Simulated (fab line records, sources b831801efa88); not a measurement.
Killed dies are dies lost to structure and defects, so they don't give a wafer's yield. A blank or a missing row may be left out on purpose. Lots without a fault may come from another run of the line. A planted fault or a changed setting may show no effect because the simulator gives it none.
Chamber matching | flow gf180mcu | GF_STI_ETCH_14 on rie_si-01: 4 sister chambers
The step etches Si in HBr/Cl2/O2, target depth 360 nm, time 102.9 s. 18 wafers are shown with their chamber, then 9 later ones without.

WAFERS WITH THEIR CHAMBER
wafer  | chamber | oes_product_au (a.u.) | O2_flow_sccm (sccm) | throttle_valve_pct (%)
L902.3 | 3       | 0.990                 | 5.991               | 25.639
L902.4 | 3       | 1.005                 | 5.984               | 25.650
L902.6 | 0       | 1.007                 | 6.018               | 25.642
L904.1 | 2       | 1.010                 | 5.985               | 25.649
L904.3 | 1       | 1.000                 | 5.995               | 25.648
L904.4 | 3       | 0.986                 | 6.009               | 25.662
L907.1 | 2       | 1.007                 | 5.987               | 25.650
L907.2 | 0       | 1.012                 | 6.020               | 25.650
L907.4 | 1       | 1.004                 | 6.032               | 25.655
L908.1 | 1       | 1.007                 | 5.979               | 25.662
L908.2 | 0       | 1.004                 | 6.038               | 25.647
L908.5 | 1       | 1.009                 | 5.980               | 25.641
L916.1 | 0       | 0.999                 | 5.995               | 25.660
L916.4 | 1       | 0.994                 | 5.994               | 25.679
L916.6 | 1       | 0.996                 | 6.010               | 25.658
L917.1 | 3       | 0.987                 | 5.995               | 25.655
L917.2 | 1       | 0.995                 | 6.028               | 25.654
L917.4 | 0       | 0.993                 | 6.010               | 25.643

SIGNATURES (means of the wafers above)
reading            | chamber 0 | chamber 1 | chamber 2 | chamber 3 | scatter within a chamber
oes_product_au     | 1.00300   | 1.00071   | 1.00850   | 0.99200   | 0.00693
O2_flow_sccm       | 6.01620   | 6.00257   | 5.98600   | 5.99475   | 0.0171
throttle_valve_pct | 25.64840  | 25.65671  | 25.64950  | 25.65150  | 0.00982
Rule: a wafer's distance from a chamber is the root of the sum, over the readings, of the square of ((its reading less the chamber's mean) divided by the reading's scatter). The wafer belongs to the nearest chamber; if the next one is less than 2 further off, it can't be placed. The scatter: the root of (the sum of the squares of (reading less its chamber's mean) over the shown wafers, divided by (wafers less chambers)).

WAFERS WITHOUT THEIR CHAMBER
wafer  | oes_product_au (a.u.) | O2_flow_sccm (sccm) | throttle_valve_pct (%)
L923.1 | 1.015                 | 6.011               | 25.636
L923.2 | 0.996                 | 6.013               | 25.653
L923.4 | 0.992                 | 6.005               | 25.660
L924.1 | 1.001                 | 5.987               | 25.641
L924.2 | 1.015                 | 5.991               | 25.635
L924.6 | 1.001                 | 6.023               | 25.652
L925.2 | 1.009                 | 6.021               | 25.643
L925.3 | 0.999                 | 5.978               | 25.663
L925.5 | 0.991                 | 5.985               | 25.647

WHICH CHAMBER EACH WENT THROUGH
wafer  | from the rows above               | in truth
L923.1 | can't be placed: 0 or 2 or 1 or 3 | 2
L923.2 | can't be placed: 1 or 0 or 3 or 2 | 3
L923.4 | can't be placed: 3 or 1 or 0 or 2 | 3
L924.1 | can't be placed: 2 or 3 or 1 or 0 | 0
L924.2 | can't be placed: 2 or 0 or 1 or 3 | 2
L924.6 | can't be placed: 0 or 1 or 3 or 2 | 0
L925.2 | can't be placed: 0 or 1 or 2 or 3 | 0
L925.3 | can't be placed: 1 or 3 or 2 or 0 | 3
L925.5 | can't be placed: 3 or 1 or 0 or 2 | 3
Placed correctly: 0 of 9. Can't be placed from these rows: 9 (the true chamber is among the candidates in 9). Placed wrongly: 0.
